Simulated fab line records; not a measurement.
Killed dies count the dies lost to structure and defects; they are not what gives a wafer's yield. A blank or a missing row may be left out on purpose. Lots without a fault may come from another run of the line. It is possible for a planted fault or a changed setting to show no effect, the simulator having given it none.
A struck lot beside a sound one || flow sfq_line || 42 out of 325 route steps
Sound: these wafers, L582.1, L582.4, L582.5. Struck: wafers L604.4, L604.6 (left out: L604.5, a lot-mate that was not struck); the cause follows at the end.
For every step that has rows: the tool of each side, followed by ch and its chambers, followed by its first start. Under that, the readings that differ: sound wafers || struck wafers || difference of the means || sigmas: that difference in standard deviations of wafers without a fault.
alike: readings with means less than 2 such deviations apart, plus words and numbers identical on both sides. not compared: withheld readings, readings lacking a value on some wafer, bounds such as >300 that could conceal the same value, and numbers that have no deviation in the record and whose values overlap.
Wherever a step has rows on one side only, a row that says differs or no value, or a row with sigmas, the two part there. Numbers that have no deviation but don't overlap get no sigmas and don't part them. A reading that every wafer of one side lacks parts them only if that side has two wafers or more.

first, 6 steps without rows for these wafers: SFQ_TRILAYER_M2_LITHO_COAT_062 (resist thk 62 nm); SFQ_TRILAYER_M2_LITHO_COAT_057 (resist thk 600 nm); SFQ_TRILAYER_M2_LITHO_SOFTBAKE_061; SFQ_TRILAYER_M2_LITHO_EXPOSE_058 (exposes mask M2, target cd 500 nm); SFQ_TRILAYER_M2_LITHO_PEB_060 (peb time 60 s); SFQ_TRILAYER_M2_LITHO_DEVELOP_059 (time 60 s).
SFQ_M2_OVL_MEAS_916:
  sound: overlay-02 at day 25 23:19; struck: overlay-02 at day 41 13:58
  alike: M2_OVL
then, 4 steps without rows for these wafers: SFQ_TRILAYER_M2_BARC_OPEN_METAL_ETCH_077 (etches BARC in O2, target depth 125 nm, time 41.7 s); SFQ_TRILAYER_M2_ETCH_METAL_ETCH_060 (etches Nb in Cl2/Ar, stops on SiO2, target depth 240 nm, time 120 s); SFQ_TRILAYER_M2_STRIP_STRIP_061 (strips in O2); SFQ_TRILAYER_M2_STRIP_SOLV_CLEAN_062 (cleans in NMP, time 600 s).
SFQ_TRILAYER_I2_DEP_PECVD_063: deposits SiO2 from SiH4/N2O, time 111.11 s, target thk 500 nm.
  sound on pecvd-01 ch 1,2, day 26 00:19; struck on pecvd-01 ch 0,2, day 41 14:59
  alike: heater_power_w, throttle_valve_pct
SFQ_TRILAYER_I2_CMP_CMP_064: polishes SiO2.
  sound on cmp-01 ch 0,2,3, day 26 02:13; struck on cmp-02 ch 1,3, day 41 16:02
{"reading": "time_to_endpoint_s (s)", "sound": "196 214 212", "struck": "265 243", "difference": "+47", "sigmas": "+5"}
{"reading": "model.SiO2_of_TRILAYER_I2_DEP_PECVD_063.thk_nm (nm)", "sound": "198.8 202 201.8", "struck": "151.3 148.5", "difference": -51.0, "sigmas": ""}
  alike: motor_current_A
SFQ_I2_BOW_MEAS_917:
  sound: film_metro-04 at day 26 04:43; struck: film_metro-03 at day 41 18:05
  alike: I2_BOW
SFQ_TRILAYER_I2_METRO_MEASURE_065:
  sound: film_metro-04 at day 26 04:50; struck: film_metro-03 at day 41 18:45
{"reading": "thk_nm (nm)", "sound": "198.9 202.0 201.9", "struck": "151.3 148.5", "difference": -51.0, "sigmas": -39}
then, 6 steps without rows for these wafers: SFQ_TRILAYER_I2_VIA_LITHO_COAT_072 (resist thk 62 nm); SFQ_TRILAYER_I2_VIA_LITHO_COAT_067 (resist thk 650 nm); SFQ_TRILAYER_I2_VIA_LITHO_SOFTBAKE_071; SFQ_TRILAYER_I2_VIA_LITHO_EXPOSE_068 (exposes mask I2, target cd 500 nm); SFQ_TRILAYER_I2_VIA_LITHO_PEB_070 (peb time 60 s); SFQ_TRILAYER_I2_VIA_LITHO_DEVELOP_069 (time 60 s).
-- the record jumps here: 6 days lie between the struck wafers' starts before and after --
SFQ_I2_OVL_MEAS_918:
  sound: overlay-02 at day 32 21:03; struck: overlay-01 at day 47 15:01
  alike: I2_OVL
SFQ_TRILAYER_I2_VIA_BARC_OPEN_VIA_ETCH_096: etches BARC in O2, target depth 125 nm, time 41.7 s.
  sound on rie_diel-01 ch 1,2,3, day 32 21:05; struck on rie_diel-01 ch 2,3, day 47 15:02
  alike: drypump_motor_current_A, oes_product_au
  not compared: rf_hours_counter_h
SFQ_TRILAYER_I2_VIA_ETCH_VIA_ETCH_070: etches SiO2 in CHF3, stops on Nb, target depth 260 nm.
  sound on rie_diel-01 ch 1,2,3, day 32 21:07; struck on rie_diel-01 ch 2,3, day 47 15:05
{"reading": "oes_product_au (a.u.)", "sound": "0.855 0.860 0.856", "struck": "0.738 0.729", "difference": -0.123, "sigmas": -26}
{"reading": "model.etch.depth_nm (nm)", "sound": "198.8 202 201.8", "struck": "151.3 148.5", "difference": -51.0, "sigmas": ""}
{"reading": "model.I2.feature_depth_nm (nm)", "sound": "198.8 202 201.8", "struck": "151.3 148.5", "difference": -51.0, "sigmas": ""}
  alike: drypump_motor_current_A
then, 2 steps without rows for these wafers: SFQ_TRILAYER_I2_VIA_STRIP_STRIP_071 (strips in O2); SFQ_TRILAYER_I2_VIA_STRIP_SOLV_CLEAN_072 (cleans in NMP, time 600 s).
SFQ_TRILAYER_M3_DEP_PRE_CLEAN_074: time 22.5 s.
  sound: pvd_sputter-05 at day 32 22:01; struck: pvd_sputter-05 at day 47 15:58
{"reading": "model.SiO2_of_TRILAYER_I2_DEP_PECVD_063.thk_nm (nm)", "sound": "191.3 194.5 194.3", "struck": "143.8 141", "difference": -51.0, "sigmas": ""}
then, 1 step without rows for these wafers: SFQ_TRILAYER_M3_DEP_SPUTTER_073 (material Nb, target thk 200 nm, time 133.3 s).
SFQ_M3_RS_MEAS_919: the measuring method here is four-point-probe.
  sound: film_metro-02 at day 32 22:08; struck: film_metro-04 at day 47 16:09
  alike: M3_NB_RS
then, 6 steps without rows for these wafers: SFQ_TRILAYER_M3_LITHO_COAT_080 (resist thk 62 nm); SFQ_TRILAYER_M3_LITHO_COAT_075 (resist thk 600 nm); SFQ_TRILAYER_M3_LITHO_SOFTBAKE_079; SFQ_TRILAYER_M3_LITHO_EXPOSE_076 (exposes mask M3, target cd 500 nm); SFQ_TRILAYER_M3_LITHO_PEB_078 (peb time 60 s); SFQ_TRILAYER_M3_LITHO_DEVELOP_077 (time 60 s).
-- the record jumps here: 5 days lie between the struck wafers' starts before and after --
SFQ_M3_OVL_MEAS_921:
  sound: overlay-01 at day 33 04:02; struck: overlay-02 at day 52 15:52
  alike: M3_OVL
SFQ_TRILAYER_M3_BARC_OPEN_METAL_ETCH_100: etches BARC in O2, target depth 125 nm, time 41.7 s.
  sound on rie_metal-04 ch 0,1, day 33 04:05; struck on rie_metal-01 ch 0, day 52 15:55
  alike: drypump_motor_current_A, oes_product_au
  not compared: rf_hours_counter_h
SFQ_TRILAYER_M3_ETCH_METAL_ETCH_078: etches Nb in Cl2/Ar, stops on SiO2, target depth 240 nm, time 120 s.
  sound on rie_metal-04 ch 0,1, day 33 04:08; struck on rie_metal-01 ch 0, day 52 15:59
  alike: drypump_motor_current_A, oes_product_au
  not compared: rf_hours_counter_h
then, 2 steps without rows for these wafers: SFQ_TRILAYER_M3_STRIP_STRIP_079 (strips in O2); SFQ_TRILAYER_M3_STRIP_SOLV_CLEAN_080 (cleans in NMP, time 600 s).
SFQ_TRILAYER_I3_DEP_PECVD_081: deposits SiO2 from SiH4/N2O, time 111.11 s, target thk 500 nm.
  sound on pecvd-04 ch 0,2, day 33 05:02; struck on pecvd-01 ch 0,2, day 52 16:53
  alike: heater_power_w, throttle_valve_pct
-- the record jumps here: 28 days lie between the struck wafers' starts before and after --
SFQ_M8_BOW_MEAS_951:
  sound: film_metro-04 at day 76 05:59; struck: film_metro-03 at day 80 20:05
{"reading": "model.etest.i2.link_ohm", "sound": "1.958 1.968 1.958", "struck": "1.917 1.909", "difference": -0.048, "sigmas": ""}
  alike: M8_BOW

== WHERE THEY PART ==
Earliest at SFQ_TRILAYER_I2_CMP_CMP_064; latest, in this record, at SFQ_TRILAYER_I2_VIA_ETCH_VIA_ETCH_070. Later steps at which nothing parts them and some readings are alike: SFQ_M3_RS_MEAS_919, SFQ_M3_OVL_MEAS_921, SFQ_TRILAYER_M3_BARC_OPEN_METAL_ETCH_100, SFQ_TRILAYER_M3_ETCH_METAL_ETCH_078, SFQ_TRILAYER_I3_DEP_PECVD_081, SFQ_M8_BOW_MEAS_951.

WHY: whatever the simulator had introduced
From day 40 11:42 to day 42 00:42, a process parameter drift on cmp-02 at SFQ_TRILAYER_I2_CMP_CMP_064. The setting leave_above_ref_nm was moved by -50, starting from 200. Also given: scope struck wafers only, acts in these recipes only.
